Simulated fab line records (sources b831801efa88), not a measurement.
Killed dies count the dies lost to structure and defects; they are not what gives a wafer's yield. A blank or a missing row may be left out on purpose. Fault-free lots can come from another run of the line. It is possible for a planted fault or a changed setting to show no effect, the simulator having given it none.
Chamber matching | flow gf180mcu | GF_V5_CVD_02 on pecvd-02 has 3 sister chambers
The step deposits SiO2 from TEOS, target thk 1450 nm, time 163.28 s. 3 wafers are shown with their chamber, then 8 later ones without.

WAFERS PAIRED WITH THEIR CHAMBERS
wafer  | chamber | heater_power_w (W)
L709.2 | 0       | 664
L709.6 | 2       | 647
L710.1 | 1       | 760

WAFERS WITHOUT THEIR CHAMBER
wafer  | heater_power_w (W)
L710.2 | 683
L710.5 | 778
L713.1 | 711
L713.5 | 808
L713.6 | 546
L714.1 | 657
L714.3 | 733
L714.4 | 806

EACH ONE'S CHAMBER
wafer  | from the rows above          | in truth
L710.2 | can't be placed: 0 or 2 or 1 | 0
L710.5 | 1                            | 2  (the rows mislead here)
L713.1 | can't be placed: 0 or 1 or 2 | 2
L713.5 | 1                            | 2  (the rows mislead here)
L713.6 | can't be placed: 2 or 0      | 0
L714.1 | can't be placed: 0 or 2      | 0
L714.3 | can't be placed: 1 or 0 or 2 | 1
L714.4 | 1                            | 1
Correct placement for 1 of the 8. Unplaceable from these rows: 5, with the true chamber sitting among the candidates in 5. 2 placed wrongly.
How it was worked out, from the rows above alone: a wafer's distance from a chamber is the root of the sum, over the readings, of the square of ((its reading less the chamber's mean) divided by the reading's scatter). If the next closest chamber is less than 2 further off than the closest, the wafer can't be placed; otherwise it belongs to the closest. Each chamber's mean is taken over the wafers shown for it. The scatter: with one shown wafer a chamber, the root of the mean of the squares of how far each hidden wafer lies from its nearest shown one.
